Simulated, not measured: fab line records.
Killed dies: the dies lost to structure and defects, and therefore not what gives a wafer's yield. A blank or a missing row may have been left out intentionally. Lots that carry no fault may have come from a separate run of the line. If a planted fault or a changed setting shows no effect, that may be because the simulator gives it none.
A lot that was struck, set against a sound lot | flow sky130 | 14 out of 708 route steps
Sound: these wafers, L930.1, L930.2, L930.3. Wafers L934.4, L934.5, L934.6 were the ones struck. The cause is given at the end.
Each step with rows lists, per side, the tool, then ch with its chambers, then its first start. Under that, the readings that differ: sound wafers | struck wafers | difference of the means | sigmas: that difference in standard deviations of wafers without a fault.
alike: words and numbers the same on both sides, and readings whose means are apart by under 2 such deviations; not compared: readings that were withheld, readings missing a value for some wafer, numbers with overlapping values and no deviation given by the record, and bounds like >300 which may hide the same value.
The two part at a step that has a row with sigmas, a row that says differs or no value, or rows on one side only. Non-overlapping numbers with no deviation appear without sigmas and do not part them. A reading missing from all wafers of one side parts the sides only when that side holds two or more wafers.

first, 6 steps without rows for these wafers: SKY_DNWELL_COAT_02 (resist thk 3000 nm); SKY_DNWELL_SOFTBAKE_03; SKY_DNWELL_EXPOSE_04 (exposes mask DNM, target cd 3000 nm); SKY_DNWELL_PEB_05; SKY_DNWELL_DEVELOP_06 (develop time 60 s); SKY_DNWELL_IMPLANT_07.
SKY_DNWELL_STRIP_08: strips in O2/N2.
  sound on plasma asher-02 ch 0,1, day 5 10:39; struck on plasma asher-03 ch 0,1, day 6 12:32
  alike: drypump motor current A, oes product au, strip time to endpoint s
  not compared: rf hours counter h
SKY_DNWELL_TW_MEAS_09:
  sound on film metro-01, day 5 10:45; struck on film metro-01, day 6 12:38
  alike: DNWELL_TW
then, 4 steps without rows for these wafers: SKY_PWDE_DEHYDRATE_00 (time 60 s); SKY_PWDE_HMDS_01 (prime time 60 s); SKY_PWDE_COAT_02 (resist thk 3000 nm); SKY_PWDE_SOFTBAKE_03.
SKY_PWDE_EXPOSE_04: exposes mask PWDEM, target cd 840 nm.
  struck on iline stepper-01, day 6 21:59; sound on iline stepper-02 ch 0, day 5 19:19
  no value came back on the struck wafers for exposure dose mJ cm2, focus offset nm (nm); on the sound wafers exposure dose mJ cm2 reads 214.01 213.99 214.04
  alike: mask
after that, 1 step had no rows for these wafers: SKY_PWDE_PEB_05.

WHERE THEY PART
At SKY_PWDE_EXPOSE_04 and nowhere else, as far as this record goes.

WHY: whatever the simulator had introduced
At SKY_PWDE_EXPOSE_04, the step was skipped entirely on iline stepper-01 from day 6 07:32 on. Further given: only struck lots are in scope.
